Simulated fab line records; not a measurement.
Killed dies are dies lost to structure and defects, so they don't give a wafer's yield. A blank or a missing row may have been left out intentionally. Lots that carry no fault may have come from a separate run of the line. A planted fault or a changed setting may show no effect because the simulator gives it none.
Which tool was responsible? | flow sky130 | Sampling: 7 lots, 21 wafers, 2 of 708 route steps

== WHAT EACH GAUGE READ, for each wafer ==
SKY_NWELL_RS_MEAS_29: a four-point-probe measurement.
lot  | measured     | on            | NWELL_RS (ohm/sq)
L489 | day 5 13:46  | film-metro-04 | 625.5 624.4 625.5
L491 | day 6 04:42  | film-metro-01 | 626.0 626.0 626.3
L494 | day 6 20:04  | film-metro-01 | 627.2 627.3 627.6
L496 | day 7 10:02  | film-metro-01 | 625.8 624.3 628.0
L498 | day 8 00:55  | film-metro-02 | 624.3 625.1 625.4
L505 | day 9 15:02  | film-metro-01 | 648.6 648.9 649.2
L507 | day 10 01:34 | film-metro-04 | 649.6 647.6 646.8

== TOOL THAT RAN EACH LOT (tool first, then ch and the chambers of the sampled wafers, then the start) ==
lot  | SKY_NWELL_IMPLANT_11
L489 | implanter-03 ch 0, day 4 19:02
L491 | implanter-04 ch 0, day 5 09:02
L494 | implanter-01 ch 0, day 5 23:52
L496 | implanter-03 ch 0, day 6 13:45
L498 | implanter-04 ch 0, day 7 03:58
L505 | implanter-04 ch 0, day 8 16:49
L507 | implanter-04 ch 0, day 9 02:49
- SKY_NWELL_IMPLANT_11

== THE ANSWER, worked out from the rows above alone ==
Rule: what is usual is taken from the lots themselves. The widest of any qualifying gaps counts: lots, ordered by their means at a reading, are off when they make up no more than a third of the lots, leave a main group of 4 or more, and stand apart from it by 3 or more times the standard deviation of that group's means. Not used: any main group whose means are identical at the precision the tables above print for the reading. Also off: a lot with no number at a reading for which 4 or more lots have one. Where the step has rows for the other lots, those lots are counted as sound.
Off: at SKY_NWELL_RS_MEAS_29 (NWELL_RS), L505, L507. The main group: mean 625.9 ohm/sq, standard deviation 0.86.
If a tool, at a process step before that reading, ran all the lots that are off and no sound lot after the first of them, it fits. Gauges at SKY_NWELL_RS_MEAS_29: tried the same way as those tools. One fits: implanter-04 at SKY_NWELL_IMPLANT_11. A fault onset in the window from L498 (day 7 03:58, its last sound lot) to L505 (day 8 16:49, its first lot off) fits.

== WHAT THE SIMULATOR PUT IN ==
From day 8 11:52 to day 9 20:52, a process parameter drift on implanter-04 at SKY_NWELL_IMPLANT_11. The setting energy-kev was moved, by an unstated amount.
Lots struck among those shown: L505, L507. The rule given above showed the same thing.
